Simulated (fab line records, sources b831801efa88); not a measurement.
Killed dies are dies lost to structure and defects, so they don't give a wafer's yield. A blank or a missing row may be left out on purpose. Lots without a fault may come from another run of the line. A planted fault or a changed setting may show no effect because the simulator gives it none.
Problem report in the 8D (eight disciplines) form, filled by code | flow sky130 | the parts of the form that need people (team, actions taken, sign-off) are left out

1. THE PROBLEM
oes_product_au at SKY_FIELD_ISO_ETCH_15 reads a mean of 0.895 a.u. on 3 wafers of 3 lots; wafers without a fault read 0.944 a.u. with a standard deviation of 0.0063. That is -7.7 standard deviations from the usual mean.
The step: etches the open film in CHF3/O2, stops on Si, target depth 180 nm, time 72 s.
First seen on wafer L983.3, day 5 00:59, on rie_diel-04. The record holds 36 wafers of 12 lots with a number at this step. Rule for "out", or "out of limits": more than 4 standard deviations from the usual mean. The other wafers with a number count as sound.

2. WHAT IT IS AND WHAT IT IS NOT
question                    | is                     | is not
which readings at this step | oes_product_au         | drypump_motor_current_A
which lots                  | L983, L984, L985       | L971, L973, L975, L976, L980, L981, L991, L992, L993
which wafers of those lots  | L983.3, L984.4, L985.3 | L983.1, L983.6, L984.1, L984.2, L985.1, L985.5
read on which tools         | rie_diel-04            | rie_diel-01, rie_diel-02
when                        | from day 5 00:59       | up to then (20 sound wafers); but 13 sound wafers of L984, L985, L991, L992, L993 came after

3. SUSPECTS, AND WHAT RULES EACH OUT
Counting: a tool at a process step up to the reading stays a suspect if it ran every lot that is out. Sound lots after the first of them don't rule it out here, since some wafers of a struck lot are sound.
- rie_diel-04 at SKY_FIELD_ISO_ETCH_15 (etches the open film in CHF3/O2, stops on Si, target depth 180 nm, time 72 s): kept. It ran every lot that is out, first L983 (day 5 00:59); its last sound lot up to then is L981 (day 4 11:16). Its own readings are out on those wafers: oes_product_au.
- Within rie_diel-04 at SKY_FIELD_ISO_ETCH_15: the wafers that are out ran in chamber 3; their sound lot-mates ran in chambers 0, 1, 2.
Left after counting: rie_diel-04 at SKY_FIELD_ISO_ETCH_15.

4. THE CAUSE (what the simulator had put in)
Process parameter drift: rie_diel-04, from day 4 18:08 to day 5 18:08, at SKY_FIELD_ISO_ETCH_15. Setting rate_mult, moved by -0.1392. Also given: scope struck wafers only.
Counting left only this tool.

5. THE CHAIN OF EFFECTS, in route order
Each row: a reading whose mean over the struck wafers that have a number lies more than 3 standard deviations from the usual. Only readings for which the record gives a usual standard deviation are gone through. hours: the time from each lot's start at the first step in this table that gives one to its start at this step, as a median over the lots. sigmas: the change in usual standard deviations.
hours | step                   | reading                  | usual      | on struck wafers | change | sigmas
0     | SKY_FIELD_ISO_ETCH_15  | oes_product_au           | 0.944 a.u. | 0.895            | -0.049 | -7.7
0     | SKY_FIELD_ISO_STRIP_16 | oes_product_au           | 0.379 a.u. | 0.397            | +0.018 | +3.8
0     | SKY_FIELD_ISO_STRIP_16 | strip_time_to_endpoint_s | 3.57 s     | 3.84             | +0.27  | +8.1
1055  | SKY_PAD_OPEN_PROBE_99  | killed_at_front_end      | 15         | 272              | +257   | +55
1055  | SKY_PAD_OPEN_PROBE_99  | killed_dies              | 86         | 337              | +251   | +26
1055  | SKY_PAD_OPEN_PROBE_99  | killed_on_rim            | 17         | 46               | +29    | +7.5
The process steps in it:
- SKY_FIELD_ISO_ETCH_15: etches the open film in CHF3/O2, stops on Si, target depth 180 nm, time 72 s.
- SKY_FIELD_ISO_STRIP_16: strips in O2/N2.
- SKY_PAD_OPEN_PROBE_99
Later measuring or inspecting steps at which every struck wafer that the step has a row for has a number for every such reading, and none has moved that far: SKY_VT_ADJUST_PCH_TW_MEAS_10.

6. WHAT WOULD HAVE CAUGHT IT SOONER
In this record the first reading out of limits was taken at day 5 00:59, 7 hours after the fault began at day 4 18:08.
